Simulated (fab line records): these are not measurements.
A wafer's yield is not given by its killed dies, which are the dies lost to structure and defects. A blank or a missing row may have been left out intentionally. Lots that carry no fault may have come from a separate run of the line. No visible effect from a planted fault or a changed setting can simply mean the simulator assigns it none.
Code-filled problem report in 8D (eight disciplines) form | flow sky130 | the parts of the form that need people (team, actions taken, sign-off) are left out

== 1. WHAT WENT WRONG ==
SONOS_ONO_OXIDATION_THK at SKY_SONOS_ONO_THK_MEAS_01 reads a mean of 3.38 nm on 6 wafers of 2 lots; wafers without a fault read 2.59 nm with a standard deviation of 0.055. That is +14 standard deviations from the usual mean.
First seen on wafer L327.1, day 15 17:13, on film metro-03. At this step, 36 wafers from 12 lots have a number in the record. The rule behind "out" and "out of limits": a value lying over 4 standard deviations away from the usual mean. The rest of the wafers with a number are treated as sound.

== 2. WHAT IT IS, WHAT IT ISN'T ==
question                    | is                      | is not
which readings at this step | SONOS_ONO_OXIDATION_THK | -
which lots                  | L327, L328              | L316, L318, L319, L321, L322, L323, L333, L336, L337, L338
which wafers of those lots  | all that have a number  | -
read on which gauges        | film metro-03           | film metro-01, film metro-04
when                        | from day 15 17:13       | up to then (18 sound wafers); but 12 sound wafers of L333, L336, L337, L338 came after

== 3. THE SUSPECTS, EACH WITH WHAT RULES IT OUT ==
Counting: a tool stays on the suspect list if, at a process step up to the reading, it processed all lots that are out and no sound lot following the first of them.
- the gauge at SKY_SONOS_ONO_THK_MEAS_01: kept. All the wafers that are out were read on film metro-03, and no step on other tools shows them out.
- furnace-02 at SKY_SONOS_ONO_OXIDATION_00 (stabilise 600 s, purge 300 s, target thk 2.6 nm): kept. Every lot that is out went through it, starting with L327 (day 15 15:52), and after that it ran no sound lot; the last sound lot it ran before then is L321 (day 13 20:05).
Remaining after the count are furnace-02 at SKY_SONOS_ONO_OXIDATION_00 and film metro-03 at SKY_SONOS_ONO_THK_MEAS_01.

== 4. THE CAUSE (what the simulator had put in) ==
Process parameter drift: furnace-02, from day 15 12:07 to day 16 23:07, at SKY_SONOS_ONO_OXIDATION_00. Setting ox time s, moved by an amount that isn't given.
After counting, 2 suspects remain, this tool included.

== 5. THE CHAIN OF EFFECTS, in route order ==
Each row: a reading whose mean over the struck wafers that have a number lies more than 3 standard deviations from the usual. Only readings for which the record gives a usual standard deviation are gone through. hours: the time from each lot's start at the first step in this table that gives one to its start at this step, as a median over the lots. sigmas: the change in usual standard deviations.
hours | step                      | reading                 | usual   | on struck wafers | change | sigmas
0     | SKY_SONOS_ONO_THK_MEAS_01 | SONOS_ONO_OXIDATION_THK | 2.59 nm | 3.38             | +0.79  | +14
Later steps that measure or inspect, where all struck wafers having a row at the step show a number for every such reading and not one has moved that far: SKY_SONOS_ONO_THK_MEAS_03.

== 6. HOW IT WOULD HAVE BEEN CAUGHT EARLIER ==
Counted from the fault's start at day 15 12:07, it took 5 hours until the first out-of-limits reading at a measuring or inspecting step in this record, taken at day 15 17:13.
No tool reading at SKY_SONOS_ONO_OXIDATION_00 that has a usual standard deviation in the record was out on any struck wafer, so an alarm limit of 4 standard deviations on those readings would not have fired.
Lots out: 2; of these, L328 started SKY_SONOS_ONO_OXIDATION_00 on furnace-02 after day 15 17:13. Putting the tool on hold at that point would have spared it.
